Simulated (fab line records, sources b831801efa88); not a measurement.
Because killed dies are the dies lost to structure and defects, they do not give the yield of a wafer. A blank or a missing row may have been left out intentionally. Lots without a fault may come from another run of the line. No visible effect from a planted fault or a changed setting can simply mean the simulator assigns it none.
The tool behind it: which one? -- flow gf180mcu -- 10 lots with 30 wafers sampled at 7 steps, on a route of 602 steps

WHAT THE GAUGES SHOWED, per wafer
GF_V2_RS_MEAS_24: measurement is done with a four-point probe. Usual: V2_W_RS gives 0.328 ohm/sq (standard deviation 0.0037).
lot,measured,on,V2_W_RS (ohm/sq),flag
L337,day 20 23:39,film-metro-04,0.325 0.327 0.330,
L338,day 21 08:30,film-metro-01,0.330 0.330 0.331,
L339,day 21 16:10,film-metro-04,0.326 0.331 0.324,
L344,day 23 08:02,film-metro-04,0.384 0.386 0.387 0.385 0.386 0.385,OFF
L345,day 23 17:28,film-metro-04,0.394 0.388 0.392 0.394 0.389 0.392,OFF
L353,day 26 08:14,film-metro-02,0.328 0.318 0.330,
L354,day 26 19:38,film-metro-04,0.327 0.329 0.327,
L355,day 26 20:34,film-metro-04,0.334 0.336 0.331,
L356,day 27 05:28,film-metro-02,0.331 0.327 0.331,
L358,day 27 20:43,film-metro-04,0.332 0.328 0.332,

GF_V2_THK_MEAS_25: measures by xrf. Usual: V2_W_THK gives 365 nm (standard deviation 5.6).
lot,measured,on,V2_W_THK (nm),flag
L337,day 20 23:46,film-metro-04,367 363 358,
L338,day 21 08:37,film-metro-01,361 360 359,
L339,day 21 16:16,film-metro-04,365 360 368,
L344,day 23 12:10,film-metro-04,308 306 308 309 306 307,OFF
L345,day 23 21:32,film-metro-04,300 305 302 300 305 302,OFF
L353,day 26 08:21,film-metro-02,370 380 368,
L354,day 26 19:45,film-metro-04,365 363 366,
L355,day 26 20:41,film-metro-04,356 352 361,
L356,day 27 05:35,film-metro-02,371 378 375,
L358,day 27 20:50,film-metro-04,363 365 359,

GF_V5_RS_MEAS_24: measurement is done with a four-point probe. Usual: V5_W_RS gives 0.324 ohm/sq (standard deviation 0.0047).
lot,measured,on,V5_W_RS (ohm/sq),flag
L337,day 27 20:38,film-metro-02,0.330 0.329 0.328,
L338,day 28 03:28,film-metro-03,0.326 0.326 0.328,
L339,day 28 09:52,film-metro-02,0.322 0.320 0.327,
L344,day 29 19:26,film-metro-03,0.321 0.323 0.322,
L345,day 30 01:08,film-metro-01,0.321 0.321 0.328,
L353,day 32 07:22,film-metro-02,0.324 0.321 0.326,
L354,day 32 20:10,film-metro-03,0.318 0.320 0.321,
L355,day 32 20:36,film-metro-03,0.324 0.331 0.330,
L356,day 32 23:31,film-metro-01,0.332 0.323 0.319,
L358,day 33 15:41,film-metro-01,0.321 0.330 0.324,

EACH LOT AND THE TOOL THAT RAN IT (in order: tool; ch and the chambers of the sampled wafers; start)
lot,GF_V1_SPUTTER_22,GF_V2_CVD_23,GF_V2_CMP_26,GF_V4_CMP_26
L337,"pvd-sputter-02, day 18 19:18","cvd-w-01 ch 0,1, day 20 23:32","cmp-01 ch 0,2, day 20 23:50","cmp-02 ch 0,1, day 25 03:32"
L338,"pvd-sputter-02, day 19 05:23","cvd-w-02 ch 0, day 21 08:22","cmp-01 ch 0,2,3, day 21 08:43","cmp-02 ch 0,1,3, day 25 09:38"
L339,"pvd-sputter-02, day 19 11:52","cvd-w-02 ch 0,1, day 21 16:04","cmp-01 ch 2,3, day 21 16:22","cmp-01 ch 0,1, day 25 16:35"
L344,"pvd-sputter-02, day 21 06:26","cvd-w-01 ch 0,1, day 23 07:55","cmp-02 ch 1,2,3, day 23 14:22","cmp-02 ch 1,2,3, day 27 04:13"
L345,"pvd-sputter-03, day 21 15:52","cvd-w-01 ch 0,1, day 23 17:21","cmp-01 ch 2,3, day 24 01:41","cmp-02 ch 1,2, day 27 12:13"
L353,"pvd-sputter-02, day 24 10:21","cvd-w-02 ch 0,1, day 26 08:07","cmp-01 ch 0,1,2, day 26 08:25","cmp-02 ch 0,1,2, day 29 22:07"
L354,"pvd-sputter-03, day 24 22:39","cvd-w-01 ch 0,1, day 26 19:31","cmp-02 ch 1,3, day 26 19:49","cmp-01 ch 0,1,2, day 30 12:05"
L355,"pvd-sputter-02, day 24 23:43","cvd-w-01 ch 0,1, day 26 20:27","cmp-02 ch 0,1,3, day 26 20:50","cmp-01 ch 2,3, day 30 12:23"
L356,"pvd-sputter-03, day 25 08:02","cvd-w-02 ch 0,1, day 27 05:21","cmp-02 ch 0,2,3, day 27 05:41","cmp-01 ch 0,1,3, day 30 17:01"
L358,"pvd-sputter-02, day 26 01:09","cvd-w-01 ch 0,1, day 27 20:36","cmp-02 ch 0,1,2, day 27 21:07","cmp-01 ch 0,1,3, day 31 10:12"
- GF_V1_SPUTTER_22: material TiN, target thk 10 nm, time 40 s.
- GF_V2_CVD_23: deposits W, target thk 350 nm, time 104.94 s.
- GF_V2_CMP_26: polishes, stops on SiO2, t overpolish 15 s, target thk 0 nm.
- GF_V4_CMP_26: polishes, stops on SiO2, t overpolish 15 s, target thk 0 nm.

AS READ BY THE TOOLS THEMSELVES (means over the sampled wafers that have a number; for cases with no such wafer, the mark the record gives instead)
GF_V1_SPUTTER_22. Usual: throttle-valve-pct 29.8 %, standard deviation 1.1.
lot,tool,throttle-valve-pct (%),flag
L337,pvd-sputter-02,29.6,
L338,pvd-sputter-02,29.7,
L339,pvd-sputter-02,29.3,
L344,pvd-sputter-02,29.7,
L345,pvd-sputter-03,30.4,
L353,pvd-sputter-02,29.5,
L354,pvd-sputter-03,30.4,
L355,pvd-sputter-02,29.8,
L356,pvd-sputter-03,28.3,
L358,pvd-sputter-02,29.3,

GF_V2_CVD_23. Usual: heater-power-w 799 W, standard deviation 51; susceptor-temp-C 400.01 C, standard deviation 0.24.
lot,tool,heater-power-w (W),susceptor-temp-C (C),flag
L337,cvd-w-01,824,400.14,
L338,cvd-w-02,786,399.90,
L339,cvd-w-02,791,399.97,
L344,cvd-w-01,736,391.11,OFF
L345,cvd-w-01,730,390.79,OFF
L353,cvd-w-02,790,400.01,
L354,cvd-w-01,802,400.16,
L355,cvd-w-01,826,400.17,
L356,cvd-w-02,795,400.17,
L358,cvd-w-01,837,399.97,

GF_V2_CMP_26. Usual: head-pressure-psi 3.500 psi, standard deviation 0.0076; motor-current-A 11.7 A, standard deviation 0.95; time-to-endpoint-s 84 s, standard deviation 3.2.
lot,tool,head-pressure-psi (psi),motor-current-A (A),time-to-endpoint-s (s),flag
L337,cmp-01,3.501,11.1,84,
L338,cmp-01,3.502,10.9,82,
L339,cmp-01,3.507,10.5,79,
L344,cmp-02,3.505,12.5,73,OFF
L345,cmp-01,3.503,10.5,71,OFF
L353,cmp-01,3.501,11.7,87,
L354,cmp-02,3.510,12.8,81,
L355,cmp-02,3.491,11.8,84,
L356,cmp-02,3.496,11.9,84,
L358,cmp-02,3.512,12.3,83,

GF_V4_CMP_26. Usual: head-pressure-psi 3.499 psi, standard deviation 0.0078; motor-current-A 11.7 A, standard deviation 0.95; overpolish-run-s 14.999 s, standard deviation 0.009; time-to-endpoint-s 85 s, standard deviation 3.6.
lot,tool,head-pressure-psi (psi),motor-current-A (A),overpolish-run-s (s),time-to-endpoint-s (s),flag
L337,cmp-02,3.495,12.5,15.004,82,
L338,cmp-02,3.509,11.5,15.001,84,
L339,cmp-01,3.500,11.8,14.999,79,
L344,cmp-02,3.494,12.6,14.998,83,
L345,cmp-02,3.497,12.6,14.998,89,
L353,cmp-02,3.499,12.6,15.003,84,
L354,cmp-01,3.503,11.4,14.999,86,
L355,cmp-01,3.497,10.6,15.003,78,
L356,cmp-01,3.497,11.5,14.997,85,
L358,cmp-01,3.499,11.6,15.001,85,

THE ANSWER, worked out from the rows above alone
Rule: lot off if the mean of its wafers having a number is beyond 3 standard deviations from the usual mean. A lot without any number at a reading at which 4 lots or more have one is off too. Where the step has rows for the other lots, those lots are counted as sound. Order of review: gauges by route order, followed by the tools' own readings, for which a lot's mean as printed above is used. The first step at which some lot is off is used, and at that step the reading that is off furthest; a lot without a number counts as furthest.
Off: at GF_V2_RS_MEAS_24 (V2_W_RS), L344, L345.
A tool fits if, at a process step before that reading, it ran every lot that is off, and no sound lot after the first of them. The gauges at GF_V2_RS_MEAS_24 aren't tried: what is off there is off at GF_V2_CVD_23 too, on other tools, and a gauge's error can't cause that. No candidate that was tried fits.

WHAT WAS PUT IN BY THE SIMULATOR
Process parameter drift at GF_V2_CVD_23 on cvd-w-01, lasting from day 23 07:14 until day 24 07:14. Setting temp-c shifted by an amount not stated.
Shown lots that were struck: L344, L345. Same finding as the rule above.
